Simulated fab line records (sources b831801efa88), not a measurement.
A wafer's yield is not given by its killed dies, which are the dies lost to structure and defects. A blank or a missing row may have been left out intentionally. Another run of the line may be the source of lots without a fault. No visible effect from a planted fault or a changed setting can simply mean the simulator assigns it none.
Problem report in the 8D (eight disciplines) form, filled by code || flow sky130 || the parts of the form that need people (team, actions taken, sign-off) are left out

## 1. WHAT WENT WRONG
VT_ADJUST_NCORE_OVL at SKY_VT_ADJUST_NCORE_OVL_MEAS_08 reads a mean of -8.7 nm on 2 wafers of 1 lot; wafers without a fault read -1.6 nm with a standard deviation of 1.4. Measured from the usual mean, that is -5.1 standard deviations.
Seen first at day 12 22:02 on overlay-02, wafer L511.4. The record holds 33 wafers of 11 lots with a number at this step. Rule for "out", or "out of limits": more than 4 standard deviations from the usual mean. Any other wafer with a number is counted as sound.

## 2. WHAT IT IS, AND WHAT IT ISN'T
{"question": "which readings at this step", "is": "VT_ADJUST_NCORE_OVL", "is not": "-"}
{"question": "which lots", "is": "L511", "is not": "L496, L497, L502, L504, L505, L507, L510, L517, L518, L519"}
{"question": "which wafers of those lots", "is": "L511.4, L511.5", "is not": "L511.1"}
{"question": "read on which gauges", "is": "overlay-02", "is not": "overlay-01"}
{"question": "when", "is": "from day 12 22:02", "is not": "up to then (19 sound wafers); but 12 sound wafers of L510, L517, L518, L519 came after"}

## 3. SUSPECTS, AND WHAT RULES EACH OUT
Counting: any tool at a process step up to the reading remains a suspect provided it ran every lot that is out. Sound lots after the first of them don't rule it out here, since some wafers of a struck lot are sound.
- the gauge at SKY_VT_ADJUST_NCORE_OVL_MEAS_08: kept. All the wafers that are out were read on overlay-02, and no step on other tools shows them out.
- plasma-asher-01 at SKY_VT_ADJUST_LVTN_STRIP_20 (strips in O2/N2): kept. It ran the lot that is out, L511 (day 11 21:15); its last sound lot up to then is L507 (day 11 08:21).
- iline-stepper-02 at SKY_VT_ADJUST_NCORE_EXPOSE_04 (exposes mask LVTN COMPLEMENT THIN, target cd 380 nm): kept. It ran the lot that is out, L511 (day 12 09:40); its last sound lot up to then is L505 (day 11 05:26).
Left after counting: plasma-asher-01 at SKY_VT_ADJUST_LVTN_STRIP_20, iline-stepper-02 at SKY_VT_ADJUST_NCORE_EXPOSE_04, overlay-02 at SKY_VT_ADJUST_NCORE_OVL_MEAS_08.

## 4. THE CAUSE (what the simulator had put in)
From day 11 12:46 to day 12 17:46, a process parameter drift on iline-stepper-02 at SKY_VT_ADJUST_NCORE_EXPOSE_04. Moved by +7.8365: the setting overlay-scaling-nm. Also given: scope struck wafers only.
Counting left 3 suspects, and this tool is among them.

## 5. THE CHAIN OF EFFECTS, in route order
One row per reading whose mean, taken over the struck wafers that have a number, lies over 3 standard deviations from the usual. Only readings whose record carries a usual standard deviation are examined. hours: median over the lots of the time between each lot's start at the first step of this table that gives one and its start at this step. sigmas: the change, counted in usual standard deviations.
{"hours": 0, "step": "SKY_VT_ADJUST_NCORE_OVL_MEAS_08", "reading": "VT_ADJUST_NCORE_OVL", "usual": "-1.6 nm", "on struck wafers": -8.7, "change": -7.1, "sigmas": -5.1}
At these later measuring or inspecting steps, every struck wafer for which the step has a row has a number for every such reading, and none has moved that far: SKY_VT_ADJUST_HVTR_TW_MEAS_11.

## 6. WHAT WOULD HAVE CAUGHT IT SOONER
Counted from the fault's start at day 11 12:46, it took 33 hours until the first out-of-limits reading at a measuring or inspecting step in this record, taken at day 12 22:02.
Of the tool readings at SKY_VT_ADJUST_NCORE_EXPOSE_04 for which the record gives a usual standard deviation, none was out on any struck wafer, so an alarm limit of 4 standard deviations on them would not have fired.
All the lots that are out (1) had begun SKY_VT_ADJUST_NCORE_EXPOSE_04 on iline-stepper-02 by day 12 22:02. Tool hold at that time: it would have spared none of them.
